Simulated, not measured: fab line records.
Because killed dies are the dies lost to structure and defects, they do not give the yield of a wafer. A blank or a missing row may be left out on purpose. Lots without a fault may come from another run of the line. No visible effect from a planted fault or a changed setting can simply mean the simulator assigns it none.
Chamber matching ; flow sky130 ; SKY_CONTACT_CMP_04 on cmp-01: 4 sister chambers
The step polishes SiO2. 4 wafers are shown with their chamber, then 9 later ones without.

## WAFERS WITH THEIR CHAMBER
wafer;chamber;motorCurrentA (A)
L922.6;1;13.4
L928.5;2;11.5
L931.1;0;11.6
L931.5;3;11.5

## WAFERS MISSING THEIR CHAMBER
wafer;motorCurrentA (A)
L933.1;11.4
L933.4;12.1
L933.6;10.9
L934.2;12.3
L934.3;11.1
L934.6;12.1
L936.1;11.1
L936.4;12.6
L936.6;10.9

## WHICH CHAMBER EACH ONE RAN IN
wafer;from the rows above;in truth
L933.1;can't be placed: 2 or 3 or 0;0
L933.4;can't be placed: 0 or 2 or 3 or 1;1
L933.6;can't be placed: 2 or 3 or 0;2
L934.2;can't be placed: 0 or 2 or 3 or 1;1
L934.3;can't be placed: 2 or 3 or 0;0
L934.6;can't be placed: 0 or 2 or 3 or 1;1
L936.1;can't be placed: 2 or 3 or 0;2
L936.4;can't be placed: 1 or 0 or 2 or 3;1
L936.6;can't be placed: 2 or 3 or 0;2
Correctly placed: 0 of 9. Cannot be placed on the basis of these rows: 9; the candidates contain the true chamber in 9. Number placed wrongly: 0.
How it was worked out, from the rows above alone: a wafer's distance from a chamber is the root of the sum, over the readings, of the square of ((its reading less the chamber's mean) divided by the reading's scatter). If the next closest chamber is less than 2 further off than the closest, the wafer can't be placed; otherwise it belongs to the closest. The mean given for a chamber averages the wafers shown for that chamber. The scatter (one wafer shown for each chamber): square how far every hidden wafer sits from the nearest shown wafer, average those squares and take the square root.
